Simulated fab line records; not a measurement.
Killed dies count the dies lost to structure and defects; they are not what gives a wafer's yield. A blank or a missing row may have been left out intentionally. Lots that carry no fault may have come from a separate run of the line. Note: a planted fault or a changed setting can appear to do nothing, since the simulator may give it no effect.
Struck lot and sound lot, side by side -- flow sfqLine -- 14 steps out of a route of 325
Sound: wafers L199.1, L199.3, L199.5. Wafers L194.1, L194.2, L194.5 were the ones struck. At the end, the cause is stated.
Per side, at each step with rows, come the tool, then ch with its chambers, and then its first start. Under that, the readings that differ: sound wafers -- struck wafers -- difference of the means -- sigmas: that difference in standard deviations of wafers without a fault.
alike: a reading whose means differ by less than 2 such deviations, as well as words and numbers matching on both sides. not compared: withheld readings; readings where some wafer has no value; bounds like >300 that might hide an equal value; numbers whose values overlap and for which the record gives no deviation.
Wherever a step has rows on one side only, a row that says differs or no value, or a row with sigmas, the two part there. Numbers that have no deviation but don't overlap get no sigmas and don't part them. Lack of a reading on every wafer of one side parts them only where that side has two or more wafers.

first, 2 steps without rows for these wafers: SFQ_TRILAYER_R5_LITHO_PEB_139 (peb time 60 s); SFQ_TRILAYER_R5_LITHO_DEVELOP_138 (time 60 s).
SFQ_R5_OVL_MEAS_935:
  sound on overlay-01 at day 75 17:42; struck on overlay-02 at day 69 15:37
  alike: R5_OVL
SFQ_TRILAYER_R5_BARC_OPEN_METAL_ETCH_177: etches BARC in O2, target depth 125 nm, time 41.7 s.
  sound on rieMetal-04 ch 1, day 75 17:44; struck on rieMetal-01 ch 0,1, day 69 15:40
reading,sound,struck,difference,sigmas
drypumpMotorCurrentA (A),5.0 5.0 4.9,5.8 6.0 6.0,+1.0,+2
  alike: oesProductAu
  not compared: rfHoursCounterH
SFQ_TRILAYER_R5_ETCH_METAL_ETCH_139: etches the open film in Cl2, stops on SiO2, target depth 60 nm, time 40 s.
  sound on rieMetal-04 ch 1, day 75 17:52; struck on rieMetal-01 ch 0,1, day 69 15:44
reading,sound,struck,difference,sigmas
drypumpMotorCurrentA (A),4.9 4.9 4.9,5.8 6.0 6.0,+1.0,+2
  alike: oesProductAu
  not compared: rfHoursCounterH
SFQ_TRILAYER_R5_STRIP_STRIP_140: strips in O2.
  sound on rieMetal-04 ch 1, day 75 17:58; struck on rieMetal-01 ch 0,1, day 69 15:49
reading,sound,struck,difference,sigmas
drypumpMotorCurrentA (A),5.0 5.0 5.0,5.8 6.0 6.0,+0.9,+2
  alike: oesProductAu
  not compared: rfHoursCounterH
then, 1 step without rows for these wafers: SFQ_TRILAYER_R5_STRIP_SOLV_CLEAN_141 (cleans in NMP, time 600 s).
SFQ_TRILAYER_A5C_DEP_PECVD_142: deposits SiO2 from SiH4/N2O, time 15.556 s, target thk 70 nm.
  sound on pecvd-03 ch 0,2, day 75 19:21; struck on pecvd-03 ch 1,2, day 69 16:47
  alike: heaterPowerW, throttleValvePct
then, 4 steps without rows for these wafers: SFQ_TRILAYER_I5_LITHO_COAT_149 (resist thk 62 nm); SFQ_TRILAYER_I5_LITHO_COAT_144 (resist thk 650 nm); SFQ_TRILAYER_I5_LITHO_SOFTBAKE_148; SFQ_TRILAYER_I5_LITHO_EXPOSE_145 (exposes mask I5, target cd 700 nm).
SFQ_TRILAYER_I5_LITHO_PEB_147: peb time 60 s.
  struck on lithoTrack-04, day 70 00:36; sound on lithoTrack-04 ch 0, day 79 15:09
  no value came back on the struck wafers for chillPlateTempC (C), exhaustPa (Pa); on the sound wafers chillPlateTempC (C) reads 22.99 22.96 22.94
then, 1 step without rows for these wafers: SFQ_TRILAYER_I5_LITHO_DEVELOP_146 (time 60 s).

== WHERE THEY PART ==
At SFQ_TRILAYER_R5_BARC_OPEN_METAL_ETCH_177 first; at SFQ_TRILAYER_I5_LITHO_PEB_147 last (within this record only).

WHY: whatever the simulator had introduced
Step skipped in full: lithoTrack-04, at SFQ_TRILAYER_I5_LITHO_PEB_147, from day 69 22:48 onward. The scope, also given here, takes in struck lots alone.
